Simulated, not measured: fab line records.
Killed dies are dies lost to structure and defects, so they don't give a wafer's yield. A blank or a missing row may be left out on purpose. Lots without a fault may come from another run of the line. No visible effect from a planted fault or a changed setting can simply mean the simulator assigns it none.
Comparing a struck lot with a sound one	flow sky130	15 out of 708 route steps
Sound: these wafers, L240.3, L240.4, L240.6. Struck: wafer L252.2 (left out: L252.3, a lot-mate that was not struck); the cause follows at the end.
At each step with rows: each side's tool, then ch and its chambers, then its first start. Under that, the readings that differ: sound wafers	struck wafers	difference of the means	sigmas: that difference in standard deviations of wafers without a fault.
alike: words and numbers the same on both sides, and readings whose means are apart by under 2 such deviations; not compared: readings that were withheld, readings missing a value for some wafer, numbers with overlapping values and no deviation given by the record, and bounds like >300 which may hide the same value.
The two part at a step that has a row with sigmas, a row that says differs or no value, or rows on one side only. Non-overlapping numbers with no deviation appear without sigmas and do not part them. A reading missing from all wafers of one side parts the sides only when that side holds two or more wafers.

first, 3 steps without rows for these wafers: SKY_PASSIVATION_EXPOSE_08 (exposes mask NSM, target cd 3000 nm); SKY_PASSIVATION_PEB_09; SKY_PASSIVATION_DEVELOP_10 (develop time 60 s).
SKY_PASSIVATION_ETCH_11: etches the open film in CF4/O2, stops on AlCu, target depth 725 nm, time 161.1 s.
  sound on rie diel-03 ch 0,1,3, day 44 19:16; struck on rie diel-04 ch 3, day 48 02:14
  alike: drypump motor current A, oes product au, throttle valve pct
  not compared: rf hours counter h
SKY_PASSIVATION_STRIP_12: strips in O2/N2.
  sound on plasma asher-01 ch 0,1, day 44 19:24; struck on plasma asher-02 ch 0, day 48 02:20
reading	sound	struck	difference	sigmas
oes product au (a.u.)	0.660 0.654 0.654	0.667	+0.011	+2
rf hours counter h (h)	- - -	5	no value on the sound wafers	
  alike: drypump motor current A, strip time to endpoint s
then, 7 steps without rows for these wafers: SKY_PAD_OPEN_DEHYDRATE_00 (time 60 s); SKY_PAD_OPEN_HMDS_01 (prime time 60 s); SKY_PAD_OPEN_COAT_02 (resist thk 3000 nm); SKY_PAD_OPEN_SOFTBAKE_03; SKY_PAD_OPEN_EXPOSE_04 (exposes mask PDM, target cd 60000 nm); SKY_PAD_OPEN_PEB_05; SKY_PAD_OPEN_DEVELOP_06 (develop time 60 s).
SKY_PAD_OPEN_ETCH_07: etches the open film in CF4/O2, stops on AlCu, target depth 725 nm, time 161.1 s.
  sound on rie diel-02 ch 0,1,2, day 45 16:49; struck on rie diel-02 ch 3, day 48 20:40
reading	sound	struck	difference	sigmas
oes product au (a.u.)	0.979 0.991 0.976	0.901	-0.081	-12
model.etch.depth nm (nm)	699.2 713.6 703.9	604	-102	
model.PAD_OPEN.feature depth nm (nm)	699.2 713.6 703.9	604	-102	
  alike: drypump motor current A, throttle valve pct
  not compared: rf hours counter h
SKY_PAD_OPEN_STRIP_08: strips in O2/N2.
  sound on plasma asher-03 ch 0,1, day 45 16:58; struck on plasma asher-04 ch 1, day 48 20:46
reading	sound	struck	difference	sigmas
drypump motor current A (A)	5.2 4.9 4.9	6.2	+1.2	+3
rf hours counter h (h)	- - -	72	no value on the sound wafers	
  alike: oes product au
SKY_PAD_OPEN_PROBE_99:
  sound: prober-01 at day 45 19:29; struck: prober-01 at day 48 23:16
reading	sound	struck	difference	sigmas
hold	- - -	await dispo/1.6h/release	no value on the sound wafers	
defect limited yield (%)	83.3 83.7 80.1	0	-82	-41
killed_at_M0_to_M3	42 43 49	30	-15	-2
killed at other	0 0 0	423	+423	+99 or more
killed dies	82 80 98	492	+405	+41
killed on rim	20 20 18	96	+77	+20
killed open	51 38 55	29	-19	-2
sort_bin_5_function (%)	10.0 10.4 10.4	93.3	+83.0	+55
sort n pass	410 412 394	0	-405	-41
sort yield pct (%)	83.3 83.7 80.1	0	-82	-41
model.etest.tester.sort n pass	410 412 394	0	-405	
model.etest.tester.sort_bin_5_pct (%)	9.959 10.37 10.37	93.29	+83.06	
model.etest.tester.sort yield pct (%)	83.33 83.74 80.08	0	-82	
model.etest.res pwell under gate.open	0 0 0	1	+1	
model.etest.cap mim.open	0 0 0	1	+1	
model.etest.cap mim.under floor	0 0 0	1	+1	
model.etest.pfet_16v.open	0 0 0	1	+1	
model.etest.met1.open	0 0 0	1	+1	
  alike: killed_at_M4_up, killed at contacts, killed at front end, killed short, sort_bin_3_pad_short, sort_bin_6_memory

WHERE THEY PART
First at SKY_PASSIVATION_STRIP_12; last, within this record, at SKY_PAD_OPEN_PROBE_99.

WHY: what the simulator had put in
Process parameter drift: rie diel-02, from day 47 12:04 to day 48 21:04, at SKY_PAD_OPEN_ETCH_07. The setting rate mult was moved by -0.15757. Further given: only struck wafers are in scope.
